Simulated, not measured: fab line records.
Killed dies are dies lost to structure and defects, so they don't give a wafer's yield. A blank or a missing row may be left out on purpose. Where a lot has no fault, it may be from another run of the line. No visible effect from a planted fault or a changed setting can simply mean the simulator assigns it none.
Struck lot and sound lot, side by side	flow sky130	32 out of 708 route steps
Sound: the wafers L191.2, L191.3, L191.6. The struck wafers were L204.1, L204.2, L204.3. At the end, the cause is stated.
Order at every step that has rows: each side's tool, ch and its chambers, its first start. Under that, the readings that differ: sound wafers	struck wafers	difference of the means	sigmas: that difference in standard deviations of wafers without a fault.
alike: a reading whose means differ by less than 2 such deviations, as well as words and numbers matching on both sides. not compared: withheld readings; readings where some wafer has no value; bounds like >300 that might hide an equal value; numbers whose values overlap and for which the record gives no deviation.
Wherever a step has rows on one side only, a row that says differs or no value, or a row with sigmas, the two part there. When numbers do not overlap yet have no deviation, they are printed without sigmas and do not part them. A reading that every wafer of one side lacks parts them only if that side has two wafers or more.

SKY_PWDE_OVL_MEAS_07:
  struck on overlay-02, day 8 15:07; sound on overlay-02, day 5 07:05
  alike: PWDE_OVL
following that, these wafers have no rows for 1 step: SKY_PWDE_IMPLANT_08.
SKY_PWDE_STRIP_09: strips in O2/N2.
  sound on plasma_asher-04 ch 1, day 5 07:16; struck on plasma_asher-04 ch 0,1, day 8 15:19
  alike: drypump_motor_current_A, oes_product_au, strip_time_to_endpoint_s
  not compared: rf_hours_counter_h
SKY_PWDE_TW_MEAS_10:
  struck on film_metro-03, day 8 15:29; sound on film_metro-03, day 5 07:22
  alike: PWDE_TW
then, 7 steps without rows for these wafers: SKY_NWELL_DEHYDRATE_03 (time 60 s); SKY_NWELL_HMDS_04 (prime time 60 s); SKY_NWELL_COAT_05 (resist thk 3000 nm); SKY_NWELL_SOFTBAKE_06; SKY_NWELL_EXPOSE_07 (exposes mask NWM, target cd 840 nm); SKY_NWELL_PEB_08; SKY_NWELL_DEVELOP_09 (develop time 60 s).
SKY_NWELL_OVL_MEAS_10:
  struck on overlay-01, day 9 12:35; sound on overlay-01, day 6 01:41
  alike: NWELL_00_OVL
SKY_NWELL_IMPLANT_11:
  sound on implanter-03 ch 0, day 6 01:44; struck on implanter-03 ch 0, day 9 12:38
reading	sound	struck	difference	sigmas
implant_ion_amu	31 31 31	75 75 75	+44	
model.implant.rp_nm (nm)	496.8 496.8 496.8	219.6 219.6 219.6	-277.2	
model.implant.drp_nm (nm)	116.9 116.9 116.9	74.43 74.43 74.43	-42.47	
  alike: beam_energy_keV
then, 2 steps without rows for these wafers: SKY_NWELL_IMPLANT_12; SKY_NWELL_IMPLANT_13.
SKY_NWELL_STRIP_14: strips in O2/N2.
  sound on plasma_asher-01 ch 0,1, day 6 02:10; struck on plasma_asher-03 ch 0,1, day 9 13:05
  alike: drypump_motor_current_A, oes_product_au, strip_time_to_endpoint_s
  not compared: rf_hours_counter_h
SKY_NWELL_TW_MEAS_15:
  struck on film_metro-01, day 9 13:11; sound on film_metro-02, day 6 02:16
reading	sound	struck	difference	sigmas
NWELL_TW	1806 1817 1811	2818 2806 2806	+999	+99 or more
then, 7 steps without rows for these wafers: SKY_NWELL_DEHYDRATE_16 (time 60 s); SKY_NWELL_HMDS_17 (prime time 60 s); SKY_NWELL_COAT_18 (resist thk 3000 nm); SKY_NWELL_SOFTBAKE_19; SKY_NWELL_EXPOSE_20 (exposes mask NWM COMPLEMENT, target cd 840 nm); SKY_NWELL_PEB_21; SKY_NWELL_DEVELOP_22 (develop time 60 s).
SKY_NWELL_OVL_MEAS_23:
  struck on overlay-02, day 10 11:05; sound on overlay-01, day 6 20:58
  alike: NWELL_01_OVL
following that, these wafers have no rows for 1 step: SKY_NWELL_IMPLANT_24.
SKY_NWELL_STRIP_25: strips in O2/N2.
  sound on plasma_asher-03 ch 0,1, day 6 21:08; struck on plasma_asher-02 ch 0,1, day 10 11:17
  alike: drypump_motor_current_A, oes_product_au, strip_time_to_endpoint_s
  not compared: rf_hours_counter_h
SKY_NWELL_TW_MEAS_26:
  struck on film_metro-01, day 10 11:23; sound on film_metro-02, day 6 21:15
  alike: NWELL_2_TW
then, 1 step without rows for these wafers: SKY_NWELL_CLEAN_27 (cleans in SC1/SC2, time 150 s).
SKY_NWELL_RTA_28: time 30 s.
  sound on rtp_anneal-02 ch 0, day 6 21:25; struck on rtp_anneal-01 ch 0, day 10 11:29
  alike: lamp_power_pct, ramp_up_c_per_s, wafer_temp_C_max
SKY_NWELL_RS_MEAS_29: the measuring method here is four-point-probe.
  struck on film_metro-02, day 10 11:35; sound on film_metro-03, day 6 21:32
reading	sound	struck	difference	sigmas
NWELL_RS (ohm/sq)	623.9 622.9 624.4	840.1 838.0 838.8	+215.2	+99 or more
-- the record jumps here: 40 days lie between the struck wafers' starts before and after (it left off in module NWELL and takes up again in module PAD_OPEN, whose first step shown is number 708 of the route) --
SKY_PAD_OPEN_PROBE_99:
  struck on prober-02, day 50 17:14; sound on prober-02, day 48 02:31
reading	sound	struck	difference	sigmas
killed_open	51 71 53	35 37 56	-16	-2
  alike: killed_at_M0_to_M3, killed_at_M4_up, killed_at_contacts, killed_at_front_end, killed_at_other, killed_dies, killed_on_rim, killed_short

WHERE THEY PART
First at SKY_NWELL_TW_MEAS_15; last, within this record, at SKY_PAD_OPEN_PROBE_99.

WHY: the cause the simulator had injected
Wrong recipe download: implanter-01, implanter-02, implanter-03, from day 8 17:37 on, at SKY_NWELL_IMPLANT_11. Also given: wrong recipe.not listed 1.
